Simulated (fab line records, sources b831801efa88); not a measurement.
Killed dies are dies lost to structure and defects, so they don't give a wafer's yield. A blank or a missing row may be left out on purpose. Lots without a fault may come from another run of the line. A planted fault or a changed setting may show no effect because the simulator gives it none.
A struck lot beside a sound one | flow sky130 | 14 steps out of a route of 708
Sound: wafers L831.3, L831.4, L831.6. Struck: wafers L824.1, L824.2, L824.3. The cause comes at the end.
At each step with rows: each side's tool, then ch and its chambers, then its first start. Under that, the readings that differ: sound wafers | struck wafers | difference of the means | sigmas: that difference in standard deviations of wafers without a fault.
alike: readings whose means differ by less than 2 such deviations, and words and numbers that are the same on both sides. not compared: withheld readings, readings that some wafer has no value for, bounds like >300 that may hide the same value, and numbers for which the record gives no deviation and whose values overlap.
The two part at a step that has a row with sigmas, a row that says differs or no value, or rows on one side only. Numbers that don't overlap but have no deviation are shown without sigmas and don't part them. A reading that every wafer of one side lacks parts them only if that side has two wafers or more.

first, 3 steps without rows for these wafers: SKY_METAL1_CLEAN_22 (cleans in IPA, time 180 s); SKY_METAL1_CLEAN_23 (cleans in O3/DIW); SKY_VIA1_HDPCVD_00 (deposits SiO2, target thk 1030 nm, time 171.7 s).
SKY_VIA1_THK_MEAS_01:
  sound on film_metro-03, day 37 00:25; struck on film_metro-01, day 34 19:09
  alike: VIA1_HDPCVD_THK
SKY_VIA1_CMP_02: polishes SiO2.
  sound on cmp-01 ch 0,2, day 37 00:27; struck on cmp-02 ch 0,1,2, day 34 19:13
  alike: edge_zone_pressure_frac, motor_current_A
SKY_VIA1_BOW_MEAS_03:
  sound on film_metro-01, day 37 00:47; struck on film_metro-01, day 34 19:31
  alike: VIA1_BOW
then, 6 steps without rows for these wafers: SKY_VIA1_DEHYDRATE_04 (time 60 s); SKY_VIA1_HMDS_05 (prime time 60 s); SKY_VIA1_COAT_06 (resist thk 60 nm); SKY_VIA1_COAT_07 (resist thk 450 nm); SKY_VIA1_SOFTBAKE_08 (time 90 s); SKY_VIA1_EXPOSE_09 (exposes mask VIM, target cd 150 nm).
SKY_VIA1_PEB_10:
  sound on litho_track-03 ch 0, day 38 02:00; struck on litho_track-02, day 35 21:00
  reading         | sound          | struck | difference                    | sigmas
  exhaust_pa (Pa) | 43.4 45.1 43.4 | - - -  | no value on the struck wafers |
  not compared: chill_plate_temp_C, resist_line_temp_C
then, 1 step without rows for these wafers: SKY_VIA1_DEVELOP_11 (develop time 60 s).

WHERE THEY PART
Only at SKY_VIA1_PEB_10, within this record.

WHY: what the simulator had put in
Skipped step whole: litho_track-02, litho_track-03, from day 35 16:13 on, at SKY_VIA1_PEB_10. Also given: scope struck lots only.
